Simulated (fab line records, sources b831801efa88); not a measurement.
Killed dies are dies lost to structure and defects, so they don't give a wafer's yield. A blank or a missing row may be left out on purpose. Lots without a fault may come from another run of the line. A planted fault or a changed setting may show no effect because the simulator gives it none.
Chamber matching | flow gf180mcu | GF_V4_ETCH_16 on rie_diel-02: 4 sister chambers
The step etches BARC in N2/H2. 8 wafers are shown with their chamber, then 7 later ones without.

WAFERS WITH THEIR CHAMBER
wafer  | chamber | drypump_motor_current_A (A) | throttle_valve_pct (%)
L417.1 | 0       | 4.9                         | 13.240
L417.2 | 2       | 5.9                         | 13.217
L417.4 | 1       | 5.6                         | 13.212
L419.3 | 2       | 5.9                         | 13.214
L419.4 | 3       | 5.9                         | 13.225
L419.6 | 3       | 5.8                         | 13.221
L421.2 | 0       | 4.9                         | 13.228
L421.3 | 1       | 5.6                         | 13.238

WAFERS WITHOUT THEIR CHAMBER
wafer  | drypump_motor_current_A (A) | throttle_valve_pct (%)
L421.6 | 5.7                         | 13.236
L424.1 | 5.6                         | 13.223
L424.4 | 5.6                         | 13.221
L424.6 | 5.9                         | 13.223
L429.3 | 5.6                         | 13.230
L429.4 | 4.9                         | 13.227
L429.6 | 4.9                         | 13.212

WHICH CHAMBER EACH WENT THROUGH
wafer  | from the rows above     | in truth
L421.6 | can't be placed: 1 or 3 | 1
L424.1 | 1                       | 1
L424.4 | 1                       | 1
L424.6 | can't be placed: 2 or 3 | 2
L429.3 | 1                       | 1
L429.4 | 0                       | 0
L429.6 | 0                       | 0
Placed correctly: 5 of 7. Can't be placed from these rows: 2 (the true chamber is among the candidates in 2). Placed wrongly: 0.
How it was worked out, from the rows above alone: a wafer's distance from a chamber is the root of the sum, over the readings, of the square of ((its reading less the chamber's mean) divided by the reading's scatter). The wafer belongs to the nearest chamber; if the next one is less than 2 further off, it can't be placed. A chamber's mean is the mean of its shown wafers. The scatter: the root of (the sum of the squares of (reading less its chamber's mean) over the shown wafers, divided by (wafers less chambers)).
